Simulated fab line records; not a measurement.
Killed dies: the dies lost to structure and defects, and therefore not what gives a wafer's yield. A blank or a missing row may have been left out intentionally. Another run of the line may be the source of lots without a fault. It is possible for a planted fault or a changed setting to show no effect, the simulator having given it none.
The tool behind it: which one? | flow sky130 | 11 lots with 33 wafers sampled at 6 steps, on a route of 708 steps

WHAT EACH GAUGE READ, for each wafer
SKY_LI_CONTACT_CD_MEAS_12 targets a cd of 170 nm. Usual: cd nm at 170.0 nm, with a standard deviation of 1.8.
lot  | measured     | on        | cd nm (nm)        | flag
L506 | day 29 07:17 | cd sem-02 | 167.2 168.3 169.4 |
L507 | day 29 07:55 | cd sem-02 | 170.5 170.9 170.0 |
L509 | day 29 22:35 | cd sem-02 | 173.2 172.8 173.2 |
L514 | day 31 22:35 | cd sem-01 | 170.9 169.8 172.7 |
L516 | day 32 14:21 | cd sem-02 | 172.7 173.5 173.3 |
L515 | day 32 15:05 | cd sem-01 | 170.1 169.7 169.4 |
L518 | day 33 17:41 | cd sem-01 | 171.1 170.6 170.7 |
L522 | day 35 03:29 | cd sem-02 | 167.1 166.1 165.9 |
L525 | day 35 16:29 | cd sem-01 | 168.8 166.9 165.5 |
L528 | day 36 07:29 | cd sem-01 | 167.0 169.0 169.8 |
L529 | day 36 15:05 | cd sem-02 | 170.6 169.4 170.0 |

SKY_LI_CONTACT_RS_MEAS_22: measures by four-point-probe. Usual: LI_CONTACT_W_RS 0.2822 ohm/sq, standard deviation 0.0028.
lot  | measured     | on            | LI_CONTACT_W_RS (ohm/sq) | flag
L506 | day 29 08:07 | film metro-02 | 0.2804 0.2780 0.2793     |
L507 | day 29 08:55 | film metro-01 | 0.2808 0.2819 0.2806     |
L509 | day 29 23:38 | film metro-01 | 0.2829 0.2824 0.2854     |
L514 | day 31 23:25 | film metro-04 | 25.688 25.363 25.083     | OFF
L516 | day 32 15:13 | film metro-04 | 24.972 25.358 24.679     | OFF
L515 | day 32 15:57 | film metro-04 | 0.2853 0.2850 0.2830     |
L518 | day 33 18:32 | film metro-04 | 0.2781 0.2835 0.2797     |
L522 | day 35 04:21 | film metro-04 | 0.2825 0.2849 0.2872     |
L525 | day 35 17:20 | film metro-02 | 0.2876 0.2859 0.2873     |
L528 | day 36 08:21 | film metro-01 | 0.2829 0.2807 0.2765     |
L529 | day 36 15:57 | film metro-02 | 0.2786 0.2826 0.2766     |

SKY_LI_CONTACT_THK_MEAS_23: measures by xrf. Usual: LI_CONTACT_W_THK 404 nm, standard deviation 6.8.
lot  | measured     | on            | LI_CONTACT_W_THK (nm) | flag
L506 | day 29 08:14 | film metro-02 | 409 411 409           |
L507 | day 29 09:02 | film metro-01 | 402 398 401           |
L509 | day 29 23:46 | film metro-01 | 398 396 392           |
L514 | day 31 23:32 | film metro-04 | - - -                 | OFF
L516 | day 32 15:19 | film metro-04 | - <0 <0               | OFF
L515 | day 32 16:04 | film metro-04 | 410 410 414           |
L518 | day 33 18:39 | film metro-04 | 414 408 414           |
L522 | day 35 04:28 | film metro-04 | 410 406 400           |
L525 | day 35 17:27 | film metro-02 | 396 396 392           |
L528 | day 36 08:28 | film metro-01 | 402 405 411           |
L529 | day 36 16:03 | film metro-02 | 410 403 414           |

SKY_CONTACT_THK_MEAS_26: measures by xrf. Usual: CONTACT_W_THK 336 nm, standard deviation 3.9.
lot  | measured     | on            | CONTACT_W_THK (nm) | flag
L506 | day 31 19:09 | film metro-03 | 336 330 336        |
L507 | day 31 19:44 | film metro-02 | 334 336 330        |
L509 | day 32 11:02 | film metro-01 | 335 344 335        |
L515 | day 35 01:22 | film metro-03 | 337 339 338        |
L518 | day 36 03:25 | film metro-01 | 337 340 338        |
L522 | day 37 11:01 | film metro-02 | 329 329 330        |
L525 | day 37 23:41 | film metro-02 | 338 337 335        |
L528 | day 38 16:42 | film metro-03 | 334 335 336        |
L529 | day 38 22:44 | film metro-01 | 329 335 330        |

WHICH TOOL RAN EACH LOT (tool, then ch and the chambers of the sampled wafers, then the start)
lot  | SKY_SD_N_STRIP_11                    | SKY_LI_CONTACT_CVD_21
L506 | plasma asher-01 ch 0,1, day 28 01:29 | cvd w-01 ch 0,1, day 29 07:59
L507 | plasma asher-03 ch 0,1, day 28 03:05 | cvd w-02 ch 0,1, day 29 08:47
L509 | plasma asher-01 ch 0,1, day 28 17:35 | cvd w-01 ch 0,1, day 29 23:31
L514 | plasma asher-04 ch 0,1, day 30 16:48 | cvd w-02 ch 0,1, day 31 23:17
L516 | plasma asher-01 ch 0,1, day 31 08:50 | cvd w-01 ch 0,1, day 32 15:05
L515 | plasma asher-03 ch 0,1, day 31 10:26 | cvd w-02 ch 0,1, day 32 15:49
L518 | plasma asher-04 ch 0,1, day 32 13:18 | cvd w-01 ch 0,1, day 33 18:24
L522 | plasma asher-01 ch 0,1, day 33 23:27 | cvd w-02 ch 0,1, day 35 04:13
L525 | plasma asher-03 ch 0,1, day 34 12:42 | cvd w-02 ch 0,1, day 35 17:12
L528 | plasma asher-01 ch 0,1, day 35 04:21 | cvd w-01 ch 0,1, day 36 08:13
L529 | plasma asher-01 ch 0,1, day 35 11:29 | cvd w-01 ch 0,1, day 36 15:50
- SKY_SD_N_STRIP_11: strips in O2/N2.
- SKY_LI_CONTACT_CVD_21: deposits W, target thk 400 nm, time 120.56 s.

AS READ BY THE TOOLS THEMSELVES (means over the sampled wafers that have a number; for cases with no such wafer, the mark the record gives instead)
SKY_SD_N_STRIP_11. Usual: chamber pressure mTorr 1500.0 mTorr, standard deviation 1.3; drypump motor current A 5.6 A, standard deviation 0.33; oes product au 0.528 a.u., standard deviation 0.0044; strip time to endpoint s 22.53 s, standard deviation 0.037.
lot  | tool            | chamber pressure mTorr (mTorr) | drypump motor current A (A) | oes product au (a.u.) | strip time to endpoint s (s) | flag
L506 | plasma asher-01 | 1500.6                         | 5.4                         | 0.526                 | 22.57                        |
L507 | plasma asher-03 | 1500.0                         | 5.9                         | 0.524                 | 22.52                        |
L509 | plasma asher-01 | 1499.2                         | 5.5                         | 0.526                 | 22.51                        |
L514 | plasma asher-04 | 1499.7                         | 5.1                         | 0.528                 | 22.51                        |
L516 | plasma asher-01 | 1500.6                         | 5.5                         | 0.529                 | 22.52                        |
L515 | plasma asher-03 | 1501.0                         | 5.9                         | 0.526                 | 22.49                        |
L518 | plasma asher-04 | 1499.0                         | 5.1                         | 0.526                 | 22.57                        |
L522 | plasma asher-01 | 1499.8                         | 5.4                         | 0.531                 | 22.54                        |
L525 | plasma asher-03 | 1499.7                         | 6.0                         | 0.532                 | 22.53                        |
L528 | plasma asher-01 | 1499.8                         | 5.5                         | 0.527                 | 22.50                        |
L529 | plasma asher-01 | 1500.7                         | 5.4                         | 0.531                 | 22.50                        |

SKY_LI_CONTACT_CVD_21. Usual: chamber pressure Torr 40.00 Torr, standard deviation 0.088; heater power outer w 527 W, standard deviation 35; heater power w 867 W, standard deviation 30.
lot  | tool     | chamber pressure Torr (Torr) | heater power outer w (W) | heater power w (W) | flag
L506 | cvd w-01 | 40.12                        | 521                      | 832                |
L507 | cvd w-02 | 40.01                        | 517                      | 881                |
L509 | cvd w-01 | 39.99                        | 524                      | 842                |
L514 | cvd w-02 | -                            | -                        | -                  | OFF
L516 | cvd w-01 | -                            | -                        | -                  | OFF
L515 | cvd w-02 | 39.98                        | 558                      | 889                |
L518 | cvd w-01 | 40.06                        | 512                      | 850                |
L522 | cvd w-02 | 40.03                        | 563                      | 904                |
L525 | cvd w-02 | 40.00                        | 552                      | 895                |
L528 | cvd w-01 | 39.89                        | 518                      | 833                |
L529 | cvd w-01 | 39.94                        | 511                      | 838                |

THE ANSWER, worked out from the rows above alone
Rule: lot off if the mean of its wafers having a number is beyond 3 standard deviations from the usual mean. Also off: a lot with no number at a reading for which 4 or more lots have one. Where the step has rows for the other lots, those lots are counted as sound. After the gauges, taken in route order, come the tools' own readings; for these a lot's mean is taken, as printed above. At the first step where some lot is off, the reading lying furthest off is the one used; lots without a number count as furthest.
Off: at SKY_LI_CONTACT_RS_MEAS_22 (LI_CONTACT_W_RS), L514, L516.
A tool fits if, at a process step before that reading, it ran every lot that is off, and no sound lot after the first of them. The gauges at SKY_LI_CONTACT_RS_MEAS_22 aren't tried: what is off there is off at SKY_LI_CONTACT_CVD_21 too, on other tools, and a gauge's error can't cause that. Not one of the candidates tried fits.

WHAT THE SIMULATOR HAD PUT IN
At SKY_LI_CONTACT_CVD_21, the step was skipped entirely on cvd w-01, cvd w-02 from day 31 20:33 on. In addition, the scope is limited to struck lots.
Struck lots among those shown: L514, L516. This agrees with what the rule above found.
